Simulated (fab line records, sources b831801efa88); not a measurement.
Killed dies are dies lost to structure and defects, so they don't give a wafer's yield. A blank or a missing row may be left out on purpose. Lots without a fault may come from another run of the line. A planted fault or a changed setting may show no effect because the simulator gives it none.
fab line records | flow gf180mcu
record lots=5 wafers=15 last_day=33
route steps=602 shown VT_IMPLANT@109 MVSD@136 NWELL@137 LVPWELL@138 MVPSD@139 DUAL_GATE@141
lots that met no fault: from a run of the same line without faults
start_h: hours from the record's first day to the start of the lot's first wafer shown | wait_h: hours since the lot's step before | " the same as in the row above | L1.1+2: a row that stands for several wafers | - no value, or no start given | * or withheld: withheld | < > ~ a bound
route shown NAME@n: a module of which the file shows steps, and the number in the route of the first | usual: mean/standard deviation of fault-free wafers | same: alike in all rows | chamber/n: place in a boat | sites: the reading at each site | _std_site: their standard deviation | _edge_site: outer sites' mean less inner sites' | radius_mm: how far each site lies from the wafer's centre | mask NAME#n: copy n | behind: the tool/chamber that last shaped the wafer | hold: why the lot was held/for how many hours/how that ended | device: the transistor (n, p or np) that didn't switch | end of line: the same wafers' tests at the end of the route | a step without rows: its recipe alone | killed: dies lost to structure and defects at the first sort, not the wafer's yield | map: a wafer's dies, x killed, . not, _ none there
set.NAME: the setting as run; set.NAME@STEP: as run at that earlier step | model.NAME: the simulator's own value behind a step, which no gauge read
lots at some steps of the route; a table a step, a row a wafer
services: from which hour (start_h, from the record's first day; less than 0 if before it) a tool's chamber was out of use, for how many hours, and why
## steps
# step GF_VT_IMPLANT_IMPLANT_19
# recipe species=As energy_kev=100 dose_cm2=4.35e+12 tilt_deg=7
# usual faraday_current_uA=24.6/0.51
# columns lot.wafer tool chamber start_h wait_h faraday_current_uA
L078.1 implanter-02 0 160.70 0.0 24.1
L078.3 " 0 " " 25.2
L078.5 " 0 " " 24.9
L082.4 implanter-01 0 181.67 0.1 25.0
L082.5 " 0 " " 24.8
L082.6 " 0 " " 24.4
L088.1 implanter-04 0 216.28 0.0 24.3
L088.3 " 0 " " 23.9
L088.6 " 0 " " 24.3
L091.1 implanter-01 0 234.08 0.0 24.8
L091.2 " 0 " " 25.5
L091.3 " 0 " " 24.8
L092.1 implanter-04 0 242.28 0.0 24.2
L092.4 " 0 " " 24.8
L092.5 " 0 " " 24.2
# step GF_VT_IMPLANT_STRIP_20
# recipe chemistry=O2/N2 power_w=1400 pressure_mtorr=1500 platen_temp_c=250 o2_flow_sccm=3000 n2_flow_sccm=300 overash_fraction=0.5
# usual chamber_pressure_mTorr=1499.8/1.4 drypump_motor_current_A=5.7/0.3 heater_power_w=322/14 oes_product_au=0.716/0.005 platen_temp_c=250.02/0.2 strip_time_to_endpoint_s=12.62/0.031
# same overash_fraction=0.5
# columns lot.wafer tool chamber start_h wait_h chamber_pressure_mTorr drypump_motor_current_A heater_power_w oes_product_au platen_temp_c rf_hours_counter_h strip_time_to_endpoint_s
L078.1 plasma_asher-02 0 160.85 0.1 1498.0 6.2 337 0.723 249.68 49 12.56
L078.3 " 1 " " 1499.7 5.5 332 0.710 250.06 - 12.61
L078.5 " 1 " " 1502.0 5.5 329 0.718 250.10 - 12.61
L082.4 plasma_asher-02 1 181.78 0.1 1502.1 5.5 331 0.723 250.26 - 12.67
L082.5 " 1 " " 1498.9 5.5 341 0.715 250.09 - 12.65
L082.6 " 0 " " 1503.0 6.2 341 0.715 249.80 - 12.63
L088.1 plasma_asher-02 0 216.43 0.1 1499.7 6.2 334 0.721 250.11 54 12.62
L088.3 " 1 " " 1499.1 5.5 333 0.716 250.28 - 12.61
L088.6 " 0 " " 1499.5 6.2 330 0.717 249.98 - 12.60
L091.1 plasma_asher-03 0 234.23 0.1 1498.7 6.2 300 0.716 249.93 41 12.65
L091.2 " 1 " " 1498.7 5.4 319 0.716 250.00 41 12.62
L091.3 " 0 " " 1496.3 6.2 298 0.719 250.20 - 12.61
L092.1 plasma_asher-04 1 242.43 0.1 1499.9 5.5 324 0.714 250.16 14 12.59
L092.4 " 0 " " 1499.2 5.8 339 0.717 249.62 - 12.62
L092.5 " 1 " " 1501.1 5.5 315 0.722 250.08 - 12.61
# step GF_VT_IMPLANT_TW_MEAS_21
# usual VT_IMPLANT_2_TW=1215/12
# columns lot.wafer tool chamber start_h wait_h VT_IMPLANT_2_TW
L078.1 film_metro-01 - 160.95 0.1 1219
L078.3 " - " " 1221
L078.5 " - " " 1216
L082.4 film_metro-01 - 181.88 0.1 1236
L082.5 " - " " 1236
L082.6 " - " " 1235
L088.1 film_metro-03 - 216.53 0.1 1211
L088.3 " - " " 1207
L088.6 " - " " 1205
L091.1 film_metro-02 - 234.33 0.1 1216
L091.2 " - " " 1209
L091.3 " - " " 1212
L092.1 film_metro-02 - 242.53 0.1 1231
L092.4 " - " " 1227
L092.5 " - " " 1225
# step GF_VT_IMPLANT_DEHYDRATE_22
# recipe temp_c=200 time_s=60
# usual chill_plate_temp_C=23.04/0.1
# columns lot.wafer tool chamber start_h wait_h chill_plate_temp_C
L078.1 litho_track-03 0 168.54 7.6 23.23
L078.3 " 0 " " 22.96
L078.5 " 0 " " 22.97
L082.4 litho_track-01 0 189.22 7.3 23.03
L082.5 " 0 " " 22.86
L082.6 " 0 " " 22.95
L088.1 litho_track-03 0 224.24 7.7 23.13
L088.3 " 0 " " 23.12
L088.6 " 0 " " 23.26
L091.1 litho_track-02 0 242.86 8.5 23.00
L091.2 " 0 " " 22.99
L091.3 " 0 " " 23.07
L092.1 litho_track-02 0 251.56 9.0 23.24
L092.4 " 0 " " 23.11
L092.5 " 0 " " 23.13
# step GF_VT_IMPLANT_HMDS_23
# recipe prime_time_s=60 prime_temp_c=120
# usual chill_plate_temp_C=22.99/0.1
# columns lot.wafer tool chamber start_h wait_h chill_plate_temp_C
L078.1 litho_track-03 0 168.69 0.1 23.02
L078.3 " 0 " " 22.89
L078.5 " 0 " " 22.89
L082.4 litho_track-01 0 189.37 0.1 23.05
L082.5 " 0 " " 23.07
L082.6 " 0 " " 23.05
L088.1 litho_track-03 0 224.39 0.1 23.13
L088.3 " 0 " " 22.95
L088.6 " 0 " " 22.94
L091.1 litho_track-02 0 243.01 0.1 23.01
L091.2 " 0 " " 22.79
L091.3 " 0 " " 23.04
L092.1 litho_track-02 0 251.71 0.1 22.98
L092.4 " 0 " " 23.12
L092.5 " 0 " " 22.90
# step GF_VT_IMPLANT_COAT_24
# recipe resist=NOVOLAK spin_rpm=3000 resist_thk_nm=1000
# usual chill_plate_temp_C=23.00/0.099 dispense_pressure_kPa=46.6/2.9
# columns lot.wafer tool chamber start_h wait_h chill_plate_temp_C dispense_pressure_kPa
L078.1 litho_track-03 0 168.84 0.1 23.11 50.1
L078.3 " 0 " " 23.01 50.1
L078.5 " 0 " " 23.01 50.1
L082.4 litho_track-01 0 189.52 0.1 23.00 47.3
L082.5 " 0 " " 22.98 47.3
L082.6 " 0 " " 22.98 47.2
L088.1 litho_track-03 0 224.54 0.1 23.01 50.1
L088.3 " 0 " " 22.88 50.1
L088.6 " 0 " " 23.00 50.2
L091.1 litho_track-02 0 243.16 0.1 22.97 43.4
L091.2 " 0 " " 22.95 43.4
L091.3 " 0 " " 22.97 43.4
L092.1 litho_track-02 0 251.86 0.1 23.03 43.4
L092.4 " 0 " " 23.17 43.4
L092.5 " 0 " " 23.03 43.4
# step GF_VT_IMPLANT_SOFTBAKE_25
# recipe temp_c=90 time_s=60 resist=NOVOLAK
# usual chill_plate_temp_C=23.01/0.1
# columns lot.wafer tool chamber start_h wait_h chill_plate_temp_C
L078.1 litho_track-03 0 168.99 0.1 22.92
L078.3 " 0 " " 22.96
L078.5 " 0 " " 22.93
L082.4 litho_track-01 0 189.67 0.1 22.97
L082.5 " 0 " " 22.90
L082.6 " 0 " " 22.94
L088.1 litho_track-03 0 224.69 0.1 22.97
L088.3 " 0 " " 23.02
L088.6 " 0 " " 22.96
L091.1 litho_track-02 0 243.31 0.1 23.17
L091.2 " 0 " " 22.94
L091.3 " 0 " " 23.16
L092.1 litho_track-02 0 252.01 0.1 22.92
L092.4 " 0 " " 23.11
L092.5 " 0 " " 22.93
# step GF_VT_IMPLANT_EXPOSE_26
# recipe mask_id=LVPWELL_HV_AREA target_cd_nm=860 na=0.6 source_shape=conventional sigma_outer=0.6 dose_mj=140
# columns lot.wafer tool chamber start_h wait_h mask
L078.1+3+5 iline_stepper-01 0 - - LVPWELL_HV_AREA#0
L082.4+5+6 iline_stepper-02 0 - - LVPWELL_HV_AREA#0
L088.1+3+6 iline_stepper-02 0 - - LVPWELL_HV_AREA#0
L091.1+2+3 iline_stepper-01 0 - - LVPWELL_HV_AREA#0
L092.1+4+5 iline_stepper-02 0 - - LVPWELL_HV_AREA#0
# step GF_VT_IMPLANT_PEB_27
# recipe temp_c=withheld time_s=* resist=NOVOLAK
# usual chill_plate_temp_C=*
# columns lot.wafer tool chamber start_h wait_h chill_plate_temp_C
L078.1 litho_track-02 0 - - *
L078.3 " 0 " " *
L078.5 " 0 " " *
L082.4 litho_track-01 0 - - *
L082.5 " 0 " " *
L082.6 " 0 " " *
L088.1 litho_track-02 0 - - *
L088.3 " 0 " " *
L088.6 " 0 " " *
L091.1 litho_track-03 0 - - *
L091.2 " 0 " " *
L091.3 " 0 " " *
L092.1 litho_track-02 0 - - *
L092.4 " 0 " " *
L092.5 " 0 " " *
# step GF_VT_IMPLANT_DEVELOP_28
# recipe develop_time_s=60 dev_temp_c=23
# usual chill_plate_temp_C=23.01/0.1 developer_temp_C=22.99/0.089
# columns lot.wafer tool chamber start_h wait_h chill_plate_temp_C developer_temp_C
L078.1 litho_track-02 0 177.31 0.1 22.88 22.90
L078.3 " 0 " " 23.05 22.81
L078.5 " 0 " " 23.04 22.92
L082.4 litho_track-01 0 198.42 0.1 22.84 22.96
L082.5 " 0 " " 23.00 22.91
L082.6 " 0 " " 22.80 22.98
L088.1 litho_track-02 0 233.96 0.1 22.85 22.92
L088.3 " 0 " " 23.02 23.13
L088.6 " 0 " " 22.98 22.94
L091.1 litho_track-03 0 252.74 0.1 23.06 22.92
L091.2 " 0 " " 23.09 22.83
L091.3 " 0 " " 23.05 22.85
L092.1 litho_track-02 0 261.21 0.1 23.11 23.15
L092.4 " 0 " " 23.15 23.07
L092.5 " 0 " " 23.19 23.07
# step GF_VT_IMPLANT_OVL_MEAS_29
# usual VT_IMPLANT_02_OVL=-0.3/1.2
# columns lot.wafer tool chamber start_h wait_h VT_IMPLANT_02_OVL[nm]
L078.1 overlay-02 - 177.46 0.1 -0.2
L078.3 " - " " -0.1
L078.5 " - " " -1.8
L082.4 overlay-02 - 198.51 0.1 -2.2
L082.5 " - " " -1.2
L082.6 " - " " -0.8
L088.1 overlay-02 - 234.11 0.1 -2.2
L088.3 " - " " -3.7
L088.6 " - " " -0.9
L091.1 overlay-02 - 252.89 0.1 0.2
L091.2 " - " " -1.6
L091.3 " - " " -1.8
L092.1 overlay-01 - 261.36 0.1 1.6
L092.4 " - " " 0.3
L092.5 " - " " -1.4
# step GF_VT_IMPLANT_IMPLANT_30
# recipe species=B energy_kev=25 dose_cm2=2.534e+12 tilt_deg=7
# usual faraday_current_uA=14.29/0.3
# columns lot.wafer tool chamber start_h wait_h faraday_current_uA
L078.1 implanter-01 0 177.50 0.0 14.17
L078.3 " 0 " " 14.17
L078.5 " 0 " " 14.76
L082.4 implanter-04 0 198.60 0.1 13.69
L082.5 " 0 " " 14.67
L082.6 " 0 " " 14.27
L088.1 implanter-04 0 234.14 0.0 14.25
L088.3 " 0 " " 14.25
L088.6 " 0 " " 14.17
L091.1 implanter-04 0 252.93 0.0 14.28
L091.2 " 0 " " 14.26
L091.3 " 0 " " 14.41
L092.1 implanter-02 0 261.39 0.0 14.18
L092.4 " 0 " " 14.48
L092.5 " 0 " " 13.75
# step GF_VT_IMPLANT_STRIP_31
# recipe chemistry=O2/N2 power_w=1400 pressure_mtorr=1500 platen_temp_c=250 o2_flow_sccm=3000 n2_flow_sccm=300 overash_fraction=0.5
# usual chamber_pressure_mTorr=1499.9/1.2 drypump_motor_current_A=5.8/0.33 heater_power_w=323/14 oes_product_au=0.716/0.0046 platen_temp_c=249.99/0.19 strip_time_to_endpoint_s=12.62/0.033
# same overash_fraction=0.5
# columns lot.wafer tool chamber start_h wait_h chamber_pressure_mTorr drypump_motor_current_A heater_power_w oes_product_au platen_temp_c rf_hours_counter_h strip_time_to_endpoint_s
L078.1 plasma_asher-03 0 177.65 0.1 1500.0 6.1 295 0.717 250.17 35 12.58
L078.3 " 0 " " 1497.7 6.2 303 0.715 250.04 - 12.55
L078.5 " 0 " " 1501.4 6.2 301 0.717 250.09 - 12.58
L082.4 plasma_asher-04 0 198.71 0.1 1497.4 5.8 335 0.723 250.37 - 12.65
L082.5 " 0 " " 1499.0 5.8 334 0.711 249.88 - 12.65
L082.6 " 1 " " 1500.7 5.5 314 0.721 249.82 - 12.64
L088.1 plasma_asher-02 1 234.29 0.1 1497.6 5.5 336 0.719 249.81 56 12.66
L088.3 " 0 " " 1499.6 6.1 327 0.716 250.01 - 12.66
L088.6 " 1 " " 1498.6 5.5 328 0.716 249.80 - 12.66
L091.1 plasma_asher-03 1 253.08 0.1 1499.8 5.5 321 0.720 249.83 43 12.64
L091.2 " 0 " " 1500.3 6.2 297 0.714 250.00 43 12.67
L091.3 " 0 " " 1500.7 6.2 299 0.715 249.92 - 12.63
L092.1 plasma_asher-04 1 261.54 0.1 1499.5 5.5 319 0.718 249.84 16 12.57
L092.4 " 0 " " 1497.5 5.8 331 0.715 250.02 - 12.60
L092.5 " 0 " " 1500.8 5.8 334 0.718 249.84 - 12.61
# step GF_VT_IMPLANT_TW_MEAS_32
# usual VT_IMPLANT_3_TW=268.9/2.6
# columns lot.wafer tool chamber start_h wait_h VT_IMPLANT_3_TW
L078.1 film_metro-03 - 177.79 0.1 264.7
L078.3 " - " " 264.1
L078.5 " - " " 264.8
L082.4 film_metro-03 - 198.81 0.1 266.4
L082.5 " - " " 265.2
L082.6 " - " " 267.6
L088.1 film_metro-03 - 234.39 0.1 266.7
L088.3 " - " " 265.8
L088.6 " - " " 266.8
L091.1 film_metro-01 - 253.18 0.1 270.0
L091.2 " - " " 270.9
L091.3 " - " " 270.4
L092.1 film_metro-01 - 261.64 0.1 270.1
L092.4 " - " " 269.2
L092.5 " - " " 269.7
# step GF_VT_IMPLANT_DEHYDRATE_33
# recipe temp_c=200 time_s=60
# usual chill_plate_temp_C=23.00/0.11
# columns lot.wafer tool chamber start_h wait_h chill_plate_temp_C
L078.1 litho_track-02 0 184.66 6.9 22.92
L078.3 " 0 " " 22.93
L078.5 " 0 " " 23.05
L082.4 litho_track-03 0 207.02 8.2 22.89
L082.5 " 0 " " 22.92
L082.6 " 0 " " 22.89
L088.1 litho_track-03 0 242.89 8.5 22.90
L088.3 " 0 " " 23.02
L088.6 " 0 " " 22.81
L091.1 litho_track-03 0 261.49 8.3 23.04
L091.2 " 0 " " 22.92
L091.3 " 0 " " 22.75
L092.1 litho_track-03 0 270.24 8.6 23.17
L092.4 " 0 " " 23.00
L092.5 " 0 " " 22.77
# step GF_VT_IMPLANT_HMDS_34
# recipe prime_time_s=60 prime_temp_c=120
# usual chill_plate_temp_C=23.01/0.095
# columns lot.wafer tool chamber start_h wait_h chill_plate_temp_C
L078.1 litho_track-02 0 184.81 0.1 22.95
L078.3 " 0 " " 22.97
L078.5 " 0 " " 22.90
L082.4 litho_track-03 0 207.17 0.1 22.96
L082.5 " 0 " " 22.97
L082.6 " 0 " " 22.94
L088.1 litho_track-03 0 243.04 0.1 23.07
L088.3 " 0 " " 22.87
L088.6 " 0 " " 22.91
L091.1 litho_track-03 0 261.64 0.1 23.02
L091.2 " 0 " " 22.95
L091.3 " 0 " " 23.12
L092.1 litho_track-03 0 270.39 0.1 22.95
L092.4 " 0 " " 22.97
L092.5 " 0 " " 23.00
# step GF_VT_IMPLANT_COAT_35
# recipe resist=NOVOLAK spin_rpm=3000 resist_thk_nm=1000
# usual chill_plate_temp_C=23.00/0.12 dispense_pressure_kPa=47.1/2.7
# columns lot.wafer tool chamber start_h wait_h chill_plate_temp_C dispense_pressure_kPa
L078.1 litho_track-02 0 184.96 0.1 22.90 43.4
L078.3 " 0 " " 23.01 43.3
L078.5 " 0 " " 22.96 43.5
L082.4 litho_track-03 0 207.32 0.1 22.83 50.1
L082.5 " 0 " " 22.97 50.1
L082.6 " 0 " " 22.98 50.1
L088.1 litho_track-03 0 243.19 0.1 23.32 50.1
L088.3 " 0 " " 23.28 50.1
L088.6 " 0 " " 23.23 50.1
L091.1 litho_track-03 0 261.79 0.1 23.02 50.1
L091.2 " 0 " " 23.14 50.1
L091.3 " 0 " " 23.22 50.1
L092.1 litho_track-03 0 270.54 0.1 22.93 50.1
L092.4 " 0 " " 23.09 50.1
L092.5 " 0 " " 23.07 50.1
# step GF_VT_IMPLANT_SOFTBAKE_36
# recipe temp_c=90 time_s=60 resist=NOVOLAK
# usual chill_plate_temp_C=23.01/0.086
# columns lot.wafer tool chamber start_h wait_h chill_plate_temp_C
L078.1 litho_track-02 0 185.11 0.1 23.02
L078.3 " 0 " " 22.89
L078.5 " 0 " " 23.00
L082.4 litho_track-03 0 207.47 0.1 22.96
L082.5 " 0 " " 23.06
L082.6 " 0 " " 22.96
L088.1 litho_track-03 0 243.34 0.1 23.03
L088.3 " 0 " " 22.99
L088.6 " 0 " " 22.98
L091.1 litho_track-03 0 261.94 0.1 23.02
L091.2 " 0 " " 22.89
L091.3 " 0 " " 23.08
L092.1 litho_track-03 0 270.69 0.1 23.14
L092.4 " 0 " " 22.84
L092.5 " 0 " " 23.01
# step GF_VT_IMPLANT_EXPOSE_37
# recipe mask_id=Nwell_HV_AREA target_cd_nm=860 na=0.6 source_shape=conventional sigma_outer=0.6 dose_mj=142.5
# columns lot.wafer tool chamber start_h wait_h mask
L078.1+3+5 iline_stepper-01 0 - - Nwell_HV_AREA#0
L082.4+5+6 iline_stepper-01 0 - - Nwell_HV_AREA#0
L088.1+3+6 iline_stepper-02 0 - - Nwell_HV_AREA#0
L091.1+2+3 iline_stepper-02 0 - - Nwell_HV_AREA#0
L092.1+4+5 iline_stepper-02 0 - - Nwell_HV_AREA#0
# step GF_VT_IMPLANT_PEB_38
# recipe temp_c=withheld time_s=* resist=NOVOLAK
# usual chill_plate_temp_C=*
# columns lot.wafer tool chamber start_h wait_h chill_plate_temp_C
L078.1 litho_track-01 0 - - *
L078.3 " 0 " " *
L078.5 " 0 " " *
L082.4 litho_track-02 0 - - *
L082.5 " 0 " " *
L082.6 " 0 " " *
L088.1 litho_track-03 0 - - *
L088.3 " 0 " " *
L088.6 " 0 " " *
L091.1 litho_track-01 0 - - *
L091.2 " 0 " " *
L091.3 " 0 " " *
L092.1 litho_track-03 0 - - *
L092.4 " 0 " " *
L092.5 " 0 " " *
# step GF_VT_IMPLANT_DEVELOP_39
# recipe develop_time_s=60 dev_temp_c=23
# usual chill_plate_temp_C=23.01/0.099 developer_temp_C=23.03/0.093
# columns lot.wafer tool chamber start_h wait_h chill_plate_temp_C developer_temp_C
L078.1 litho_track-01 0 193.19 0.1 23.00 23.04
L078.3 " 0 " " 23.05 22.94
L078.5 " 0 " " 23.14 22.94
L082.4 litho_track-02 0 216.53 0.1 23.07 22.96
L082.5 " 0 " " 22.86 22.95
L082.6 " 0 " " 22.89 23.03
L088.1 litho_track-03 0 253.04 0.1 23.13 23.17
L088.3 " 0 " " 23.01 23.10
L088.6 " 0 " " 23.10 23.12
L091.1 litho_track-01 0 271.19 0.1 23.08 23.06
L091.2 " 0 " " 23.21 23.01
L091.3 " 0 " " 23.22 22.95
L092.1 litho_track-03 0 279.89 0.1 22.89 22.95
L092.4 " 0 " " 22.99 23.12
L092.5 " 0 " " 23.03 23.20
# step GF_VT_IMPLANT_OVL_MEAS_40
# usual VT_IMPLANT_03_OVL=-0.1/1.6
# columns lot.wafer tool chamber start_h wait_h VT_IMPLANT_03_OVL[nm]
L078.1 overlay-02 - 193.34 0.1 -0.2
L078.3 " - " " 0.6
L078.5 " - " " 1.0
L082.4 overlay-02 - 216.63 0.1 -1.1
L082.5 " - " " 0.0
L082.6 " - " " -1.3
L088.1 overlay-01 - 253.19 0.1 1.2
L088.3 " - " " 2.7
L088.6 " - " " 1.3
L091.1 overlay-02 - 271.34 0.1 -0.3
L091.2 " - " " -0.7
L091.3 " - " " -0.1
L092.1 overlay-02 - 280.04 0.1 1.7
L092.4 " - " " 0.8
L092.5 " - " " 2.8
# step GF_VT_IMPLANT_IMPLANT_41
# recipe species=As energy_kev=70 dose_cm2=1.013e+12 tilt_deg=7
# usual faraday_current_uA=5.72/0.11
# columns lot.wafer tool chamber start_h wait_h faraday_current_uA
L078.1 implanter-01 0 193.38 0.0 5.88
L078.3 " 0 " " 5.55
L078.5 " 0 " " 5.56
L082.4 implanter-02 0 216.72 0.1 5.93
L082.5 " 0 " " 5.67
L082.6 " 0 " " 5.74
L088.1 implanter-01 0 253.23 0.0 5.74
L088.3 " 0 " " 5.89
L088.6 " 0 " " 5.78
L091.1 implanter-01 0 271.38 0.0 5.65
L091.2 " 0 " " 5.58
L091.3 " 0 " " 5.84
L092.1 implanter-02 0 280.08 0.0 5.53
L092.4 " 0 " " 5.51
L092.5 " 0 " " 5.67
# step GF_VT_IMPLANT_STRIP_42
# recipe chemistry=O2/N2 power_w=1400 pressure_mtorr=1500 platen_temp_c=250 o2_flow_sccm=3000 n2_flow_sccm=300 overash_fraction=0.5
# usual chamber_pressure_mTorr=1500.0/1.3 drypump_motor_current_A=5.8/0.33 heater_power_w=321/14 oes_product_au=0.717/0.0048 platen_temp_c=250.01/0.2 strip_time_to_endpoint_s=12.62/0.035
# same overash_fraction=0.5
# columns lot.wafer tool chamber start_h wait_h chamber_pressure_mTorr drypump_motor_current_A heater_power_w oes_product_au platen_temp_c rf_hours_counter_h strip_time_to_endpoint_s
L078.1 plasma_asher-02 1 193.53 0.1 1498.7 5.5 319 0.713 250.05 52 12.67
L078.3 " 0 " " 1499.4 6.3 337 0.720 250.11 - 12.64
L078.5 " 1 " " 1499.2 5.5 325 0.722 250.27 - 12.62
L082.4 plasma_asher-04 1 216.83 0.1 1501.2 5.5 314 0.722 250.27 - 12.64
L082.5 " 0 " " 1498.8 5.8 334 0.713 249.93 - 12.63
L082.6 " 1 " " 1499.5 5.5 315 0.717 250.39 - 12.66
L088.1 plasma_asher-02 1 253.38 0.1 1498.3 5.4 332 0.716 250.25 58 12.61
L088.3 " 0 " " 1501.2 6.2 350 0.712 249.81 - 12.57
L088.6 " 1 " " 1499.9 5.5 326 0.718 250.04 - 12.59
L091.1 plasma_asher-03 0 271.53 0.1 1498.8 6.1 302 0.721 249.98 45 12.57
L091.2 " 1 " " 1501.9 5.5 327 0.711 249.82 45 12.64
L091.3 " 0 " " 1499.3 6.2 303 0.713 250.06 - 12.60
L092.1 plasma_asher-03 0 280.23 0.1 1501.0 6.2 297 0.712 250.05 46 12.56
L092.4 " 0 " " 1501.3 6.1 300 0.723 250.05 - 12.58
L092.5 " 0 " " 1500.6 6.2 297 0.718 249.70 - 12.58
# step GF_VT_IMPLANT_TW_MEAS_43
# usual VT_IMPLANT_4_TW=691/6.3
# columns lot.wafer tool chamber start_h wait_h VT_IMPLANT_4_TW
L078.1 film_metro-02 - 193.63 0.1 689
L078.3 " - " " 686
L078.5 " - " " 691
L082.4 film_metro-01 - 216.93 0.1 692
L082.5 " - " " 689
L082.6 " - " " 691
L088.1 film_metro-01 - 253.48 0.1 692
L088.3 " - " " 699
L088.6 " - " " 695
L091.1 film_metro-01 - 271.63 0.1 702
L091.2 " - " " 700
L091.3 " - " " 700
L092.1 film_metro-01 - 280.33 0.1 703
L092.4 " - " " 701
L092.5 " - " " 704
# step GF_VT_IMPLANT_CLEAN_44
# recipe chemistry=SC1/SC2 mix=1:4:20 temp_c=70 time_s=150 dry=n2_spin
# columns lot.wafer tool chamber start_h wait_h
L078.1+3+5 wet_bench-01 0 193.69 0.1
L082.4+5+6 wet_bench-01 2 216.96 0.0
L088.1+3+6 wet_bench-02 1 253.54 0.1
L091.1+2+3 wet_bench-02 3 271.69 0.1
L092.1+4+5 wet_bench-01 0 280.39 0.1
# step GF_VT_IMPLANT_RTA_45
# recipe temp_c=1050 time_s=30 ambient=N2
# usual wafer_temp_C_max=1053.7/0.78
# same lamp_power_pct=42
# columns lot.wafer tool chamber start_h wait_h wafer_temp_C_max
L078.1 rtp_anneal-01 0 193.74 0.0 1053.8
L078.3 " 0 " " 1053.4
L078.5 " 0 " " 1052.9
L082.4 rtp_anneal-01 0 217.06 0.1 1053.5
L082.5 " 0 " " 1053.9
L082.6 " 0 " " 1054.2
L088.1 rtp_anneal-01 0 253.59 0.0 1053.4
L088.3 " 0 " " 1054.7
L088.6 " 0 " " 1055.2
L091.1 rtp_anneal-01 0 271.74 0.0 1053.0
L091.2 " 0 " " 1052.8
L091.3 " 0 " " 1053.0
L092.1 rtp_anneal-01 0 280.44 0.0 1053.0
L092.4 " 0 " " 1052.8
L092.5 " 0 " " 1053.2
# step GF_VT_IMPLANT_RS_MEAS_46
# recipe thk_meas_gauge=four-point-probe
# usual MVSD_RS=456.4/1.1
# columns lot.wafer tool chamber start_h wait_h MVSD_RS[ohm/sq]
L078.1 film_metro-03 - 193.84 0.1 457.0
L078.3 " - " " 456.3
L078.5 " - " " 457.9
L082.4 film_metro-03 - 217.17 0.1 456.8
L082.5 " - " " 456.0
L082.6 " - " " 455.2
L088.1 film_metro-02 - 253.69 0.1 456.2
L088.3 " - " " 455.0
L088.6 " - " " 456.3
L091.1 film_metro-04 - 271.84 0.1 456.9
L091.2 " - " " 456.0
L091.3 " - " " 455.9
L092.1 film_metro-02 - 280.54 0.1 456.5
L092.4 " - " " 455.9
L092.5 " - " " 456.7
# step GF_VT_IMPLANT_RS_MEAS_47
# recipe thk_meas_gauge=four-point-probe
# usual NWELL_RS=487.4/1.2
# columns lot.wafer tool chamber start_h wait_h NWELL_RS[ohm/sq]
L078.1 film_metro-03 - 193.96 0.1 486.3
L078.3 " - " " 487.1
L078.5 " - " " 488.1
L082.4 film_metro-03 - 217.29 0.1 487.9
L082.5 " - " " 488.3
L082.6 " - " " 489.4
L088.1 film_metro-02 - 253.81 0.1 488.8
L088.3 " - " " 486.8
L088.6 " - " " 488.4
L091.1 film_metro-04 - 271.96 0.1 488.7
L091.2 " - " " 486.5
L091.3 " - " " 488.0
L092.1 film_metro-02 - 280.66 0.1 486.8
L092.4 " - " " 485.6
L092.5 " - " " 486.2
# step GF_VT_IMPLANT_RS_MEAS_48
# recipe thk_meas_gauge=four-point-probe
# usual LVPWELL_RS=1193/3.9
# columns lot.wafer tool chamber start_h wait_h LVPWELL_RS[ohm/sq]
L078.1 film_metro-03 - 194.08 0.1 1189
L078.3 " - " " 1188
L078.5 " - " " 1190
L082.4 film_metro-03 - 217.41 0.1 1189
L082.5 " - " " 1190
L082.6 " - " " 1189
L088.1 film_metro-02 - 253.93 0.1 1195
L088.3 " - " " 1190
L088.6 " - " " 1192
L091.1 film_metro-04 - 272.08 0.1 1197
L091.2 " - " " 1201
L091.3 " - " " 1197
L092.1 film_metro-02 - 280.78 0.1 1195
L092.4 " - " " 1196
L092.5 " - " " 1194
# step GF_VT_IMPLANT_RS_MEAS_49
# recipe thk_meas_gauge=four-point-probe
# usual MVPSD_RS=1168/3.5
# columns lot.wafer tool chamber start_h wait_h MVPSD_RS[ohm/sq]
L078.1 film_metro-03 - 194.20 0.1 1168
L078.3 " - " " 1167
L078.5 " - " " 1167
L082.4 film_metro-03 - 217.53 0.1 1168
L082.5 " - " " 1168
L082.6 " - " " 1166
L088.1 film_metro-02 - 254.05 0.1 1176
L088.3 " - " " 1173
L088.6 " - " " 1172
L091.1 film_metro-04 - 272.20 0.1 1170
L091.2 " - " " 1169
L091.3 " - " " 1168
L092.1 film_metro-02 - 280.90 0.1 1174
L092.4 " - " " 1170
L092.5 " - " " 1173
# step GF_VT_IMPLANT_WET_ETCH_50
# recipe chemistry=dHF target_depth_nm=20 target=SiO2 temp_c=25 dilution=100:1 time_s=400
# columns lot.wafer tool chamber start_h wait_h
L078.1+3+5 wet_bench-03 1 194.32 0.1
L082.4+5+6 wet_bench-03 3 217.59 0.0
L088.1+3+6 wet_bench-01 0 254.23 0.2
L091.1+2+3 wet_bench-01 1 272.32 0.1
L092.1+4+5 wet_bench-03 0 281.02 0.1
# step GF_DUAL_GATE_CLEAN_00
# recipe chemistry=SC1/SC2 mix=1:4:20 temp_c=70 time_s=150
# columns lot.wafer tool chamber start_h wait_h
L078.1+3+5 wet_bench-01 2 194.45 0.0
L082.4+5+6 wet_bench-01 2 217.70 0.0
L088.1+3+6 wet_bench-01 3 254.35 0.0
L091.1+2+3 wet_bench-01 1 272.58 0.0
L092.1+4+5 wet_bench-01 0 281.14 0.0
# step GF_DUAL_GATE_CLEAN_01
# recipe chemistry=dHF time_s=20 dilution=100:1 dry=ipa_marangoni
# columns lot.wafer tool chamber start_h wait_h
L078.1+3+5 wet_bench-03 3 194.51 0.0
L082.4+5+6 wet_bench-02 1 217.75 0.0
L088.1+3+6 wet_bench-01 2 254.40 0.0
L091.1+2+3 wet_bench-01 1 272.69 0.0
L092.1+4+5 wet_bench-02 1 281.19 0.0
## services
# columns tool chamber start_h hours kind
implanter-02 - 150.33 4.8 pm
plasma_asher-04 - 157.97 3.4 repair
plasma_asher-02 - 189.21 3.8 repair
implanter-02 - 192.28 3.3 repair
plasma_asher-02 - 195.15 5.9 repair
plasma_asher-02 - 218.33 1.9 repair
implanter-01 - 250.57 2.4 repair
implanter-01 - 265.69 2.3 repair
iline_stepper-01 - 278.47 1.7 pm
## key
fault none
